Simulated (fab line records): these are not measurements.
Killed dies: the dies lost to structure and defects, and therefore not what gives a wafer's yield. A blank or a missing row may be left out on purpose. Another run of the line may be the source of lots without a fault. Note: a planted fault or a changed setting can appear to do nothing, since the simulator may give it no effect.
Chamber matching	flow gf180mcu	4 sister chambers for GF_CONTACT_ETCH_16 on rie diel-04
The step etches BARC in N2/H2. 14 wafers are shown with their chamber, then 7 later ones without.

## EACH WAFER AND ITS CHAMBER
wafer	chamber	drypump motor current A (A)	oes product au (a.u.)	throttle valve pct (%)
L074.2	0	6.0	0.846	13.225
L074.4	1	5.4	0.857	13.224
L074.6	3	5.1	0.855	13.237
L075.1	2	6.1	0.864	13.211
L075.3	1	5.5	0.863	13.216
L075.6	1	5.5	0.859	13.223
L078.2	0	6.0	0.850	13.226
L078.5	0	6.0	0.860	13.230
L078.6	3	5.2	0.854	13.221
L080.2	0	6.0	0.853	13.227
L080.4	1	5.5	0.855	13.243
L080.6	2	6.1	0.860	13.216
L081.1	0	6.0	0.857	13.221
L081.2	1	5.4	0.859	13.227

SIGNATURES (averages over the wafers above)
reading	chamber 0	chamber 1	chamber 2	chamber 3	scatter within a chamber
drypump motor current A	6.000	5.460	6.100	5.150	0.0412
oes product au	0.85320	0.85860	0.86200	0.85450	0.00408
throttle valve pct	13.22580	13.22660	13.21350	13.22900	0.00765
Rule: distance of a wafer from a chamber = root of the sum over the readings of ((wafer's reading minus chamber's mean) / reading's scatter) squared. The wafer belongs to the nearest chamber; if the next one is less than 2 further off, it can't be placed. How the scatter is found: for the shown wafers, subtract from each reading the mean of its chamber, square and add these, divide the total by (wafers less chambers), then take the root.

## WAFERS MISSING THEIR CHAMBER
wafer	drypump motor current A (A)	oes product au (a.u.)	throttle valve pct (%)
L081.5	5.4	0.863	13.227
L087.3	5.1	0.848	13.201
L087.4	6.1	0.860	13.220
L087.5	6.0	0.862	13.217
L092.1	5.1	0.843	13.208
L092.2	6.1	0.850	13.228
L092.6	6.0	0.855	13.213

## WHICH CHAMBER EACH ONE RAN IN
wafer	from the rows above	in truth
L081.5	1	1
L087.3	3	3
L087.4	2	2
L087.5	can't be placed: 0 or 2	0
L092.1	3	3
L092.2	can't be placed: 0 or 2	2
L092.6	can't be placed: 0 or 2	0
4 of 7 placed correctly. Unplaceable from these rows: 3, with the true chamber sitting among the candidates in 3. 0 placed wrongly.
